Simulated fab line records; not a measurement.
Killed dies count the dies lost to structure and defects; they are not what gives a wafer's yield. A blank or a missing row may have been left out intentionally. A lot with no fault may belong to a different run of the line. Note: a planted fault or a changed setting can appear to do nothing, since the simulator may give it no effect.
Matching of chambers    flow sky130    SKY_LI_CONTACT_CMP_24 on cmp-01: 4 sister chambers
The step polishes, stops on PSG, t overpolish 20 s, target thk 0 nm. 18 wafers are shown with their chamber, then 9 later ones without.

## WAFERS, EACH WITH ITS CHAMBER
wafer   chamber  motor current A (A)  time to endpoint s (s)  overpolish run s (s)
L423.3  3        9.1                  100                     19.997
L423.4  0        10.5                 92                      20.001
L423.6  1        12.0                 96                      20.007
L427.2  1        12.3                 95                      19.995
L427.3  3        9.2                  93                      19.998
L427.6  1        11.9                 95                      20.010
L429.1  3        8.8                  90                      20.007
L429.3  0        10.3                 87                      19.998
L429.6  0        10.6                 89                      20.001
L433.3  2        10.7                 105                     20.003
L433.5  3        8.8                  99                      20.008
L433.6  0        10.9                 89                      20.013
L438.1  0        10.6                 89                      19.990
L438.2  3        8.6                  98                      19.995
L438.5  3        9.1                  98                      20.005
L440.2  3        9.1                  99                      19.993
L440.5  3        9.0                  101                     20.000
L440.6  2        10.1                 102                     19.991

SIGNATURES, as means of the wafers listed above
reading             chamber 0  chamber 1  chamber 2  chamber 3  scatter within a chamber
motor current A     10.580     12.067     10.400     8.963      0.232
time to endpoint s  89.20      95.33      103.50     97.25      2.9
overpolish run s    20.00060   20.00400   19.99700   20.00037   0.00705
Rule: a wafer lies at a distance from a chamber equal to the root of the sum of squares, over the readings, of (its reading less the chamber's mean, divided by the reading's scatter). If the next closest chamber is less than 2 further off than the closest, the wafer can't be placed; otherwise it belongs to the closest. The scatter: the root of (the sum of the squares of (reading less its chamber's mean) over the shown wafers, divided by (wafers less chambers)).

## WAFERS WITH NO CHAMBER GIVEN
wafer   motor current A (A)  time to endpoint s (s)  overpolish run s (s)
L441.1  9.0                  100                     19.998
L441.4  10.6                 100                     20.021
L441.5  10.6                 97                      20.008
L443.4  12.1                 99                      19.999
L443.5  10.7                 91                      19.997
L443.6  9.0                  97                      19.995
L444.2  9.3                  93                      19.976
L444.3  12.5                 95                      19.993
L444.4  10.6                 100                     19.992

## WHICH CHAMBER EACH ONE RAN IN
wafer   from the rows above      in truth
L441.1  3                        3
L441.4  can't be placed: 2 or 0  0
L441.5  can't be placed: 2 or 0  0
L443.4  1                        1
L443.5  0                        0
L443.6  3                        3
L444.2  3                        3
L444.3  1                        1
L444.4  2                        2
7 of 9 placed correctly. Cannot be placed on the basis of these rows: 2; the candidates contain the true chamber in 2. Number placed wrongly: 0.
